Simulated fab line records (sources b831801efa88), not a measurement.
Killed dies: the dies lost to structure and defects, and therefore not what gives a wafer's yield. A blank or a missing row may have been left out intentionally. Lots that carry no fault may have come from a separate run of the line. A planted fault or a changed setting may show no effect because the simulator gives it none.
Commonality check across tools :: flow sky130 :: Lots sampled 11, wafers sampled 33

## WHAT PROMPTED THE OPENING
2 of 11 lots carry a flag on the reading POLY_GATE_OXIDATION_THK at SKY_POLY_GATE_THK_MEAS_21. No-fault wafers: 4.01 nm, standard deviation 0.088.
Rule: a lot is flagged when every wafer of it that has a number lies more than 4 standard deviations from that mean, or none has a number. The rest of the lots are taken to be sound.

lot: L485
measured: day 17 03:02
on: film metro-02
POLY_GATE_OXIDATION_THK (nm), wafer by wafer: 4.08 3.99 3.96
flag: 

lot: L487
measured: day 17 22:12
on: film metro-02
POLY_GATE_OXIDATION_THK (nm), wafer by wafer: 3.96 4.04 4.00
flag: 

lot: L489
measured: day 18 03:49
on: film metro-03
POLY_GATE_OXIDATION_THK (nm), wafer by wafer: 3.99 4.00 4.04
flag: 

lot: L490
measured: day 18 21:25
on: film metro-04
POLY_GATE_OXIDATION_THK (nm), wafer by wafer: 4.05 4.13 4.05
flag: 

lot: L492
measured: day 19 08:19
on: film metro-04
POLY_GATE_OXIDATION_THK (nm), wafer by wafer: 3.87 4.01 3.95
flag: 

lot: L497
measured: day 21 07:38
on: film metro-04
POLY_GATE_OXIDATION_THK (nm), wafer by wafer: 2.77 2.66 2.69
flag: FLAGGED

lot: L498
measured: day 21 14:58
on: film metro-03
POLY_GATE_OXIDATION_THK (nm), wafer by wafer: 2.65 2.62 2.55
flag: FLAGGED

lot: L502
measured: day 23 09:27
on: film metro-02
POLY_GATE_OXIDATION_THK (nm), wafer by wafer: 3.99 3.99 4.05
flag: 

lot: L505
measured: day 24 03:37
on: film metro-04
POLY_GATE_OXIDATION_THK (nm), wafer by wafer: 3.80 3.84 3.81
flag: 

lot: L506
measured: day 24 12:13
on: film metro-03
POLY_GATE_OXIDATION_THK (nm), wafer by wafer: 4.01 4.01 4.15
flag: 

lot: L507
measured: day 24 19:23
on: film metro-02
POLY_GATE_OXIDATION_THK (nm), wafer by wafer: 3.98 3.86 3.90
flag: 
The mean of the flagged lots' numbers is 2.66 nm, -1.35 nm from the usual (-15 standard deviations).

## TOOL THAT RAN EACH LOT
The record keeps 1 process step preceding the reading, out of 708 steps on the route. Read each cell as the tool, then ch plus the chambers that the sampled wafers visited, then the start.
lot: L485
flag: 
SKY_POLY_GATE_OXIDATION_20: furnace-02 ch 0, day 17 01:46

lot: L487
flag: 
SKY_POLY_GATE_OXIDATION_20: furnace-01 ch 0, day 17 20:56

lot: L489
flag: 
SKY_POLY_GATE_OXIDATION_20: furnace-02 ch 0, day 18 02:33

lot: L490
flag: 
SKY_POLY_GATE_OXIDATION_20: furnace-02 ch 0, day 18 20:10

lot: L492
flag: 
SKY_POLY_GATE_OXIDATION_20: furnace-02 ch 0, day 19 07:04

lot: L497
flag: FLAGGED
SKY_POLY_GATE_OXIDATION_20: furnace-02 ch 0, day 21 06:22

lot: L498
flag: FLAGGED
SKY_POLY_GATE_OXIDATION_20: furnace-02 ch 0, day 21 13:43

lot: L502
flag: 
SKY_POLY_GATE_OXIDATION_20: furnace-01 ch 0, day 23 08:12

lot: L505
flag: 
SKY_POLY_GATE_OXIDATION_20: furnace-01 ch 0, day 24 02:21

lot: L506
flag: 
SKY_POLY_GATE_OXIDATION_20: furnace-02 ch 0, day 24 10:57

lot: L507
flag: 
SKY_POLY_GATE_OXIDATION_20: furnace-01 ch 0, day 24 18:08
What is done by these steps:
- SKY_POLY_GATE_OXIDATION_20: stabilise 600 s, purge 300 s, target thk 4 nm.
- SKY_POLY_GATE_THK_MEAS_21

## FLAGGED AGAINST TOTAL, ONE TOOL AT A TIME (gauges that did the reading follow at the end)
step: SKY_POLY_GATE_OXIDATION_20
tool: furnace-01
lots run: 4
flagged: 0
share of the flagged lots: none
sound lots run after its first flagged lot: -

step: SKY_POLY_GATE_OXIDATION_20
tool: furnace-02
lots run: 7
flagged: 2
share of the flagged lots: all
sound lots run after its first flagged lot: 1 (L506)

step: SKY_POLY_GATE_THK_MEAS_21
tool: film metro-02
lots run: 4
flagged: 0
share of the flagged lots: none
sound lots run after its first flagged lot: -

step: SKY_POLY_GATE_THK_MEAS_21
tool: film metro-03
lots run: 3
flagged: 1
share of the flagged lots: some
sound lots run after its first flagged lot: 1 (L506)

step: SKY_POLY_GATE_THK_MEAS_21
tool: film metro-04
lots run: 4
flagged: 1
share of the flagged lots: some
sound lots run after its first flagged lot: 1 (L505)

## WHAT THE TABLE PERMITS
All flagged lots share 1 row of the table, namely furnace-02 at SKY_POLY_GATE_OXIDATION_20.
- furnace-02 at SKY_POLY_GATE_OXIDATION_20 ran 7 lots, 2 of them flagged. Lots that were sound ran on it after the first flagged one (L506); a persistent fault on the entire tool would not allow that. Its own readings lie more than 4 standard deviations out on every wafer of the flagged lots: spike tc bottom C, spike tc centre C, spike tc lower C, spike tc top C, spike tc upper C, tube center temp C, tube_center_temp_C_max.
None of the table's rows ran every flagged lot and, after the first, no sound lot.

## WHAT THE SIMULATOR HAD PUT IN
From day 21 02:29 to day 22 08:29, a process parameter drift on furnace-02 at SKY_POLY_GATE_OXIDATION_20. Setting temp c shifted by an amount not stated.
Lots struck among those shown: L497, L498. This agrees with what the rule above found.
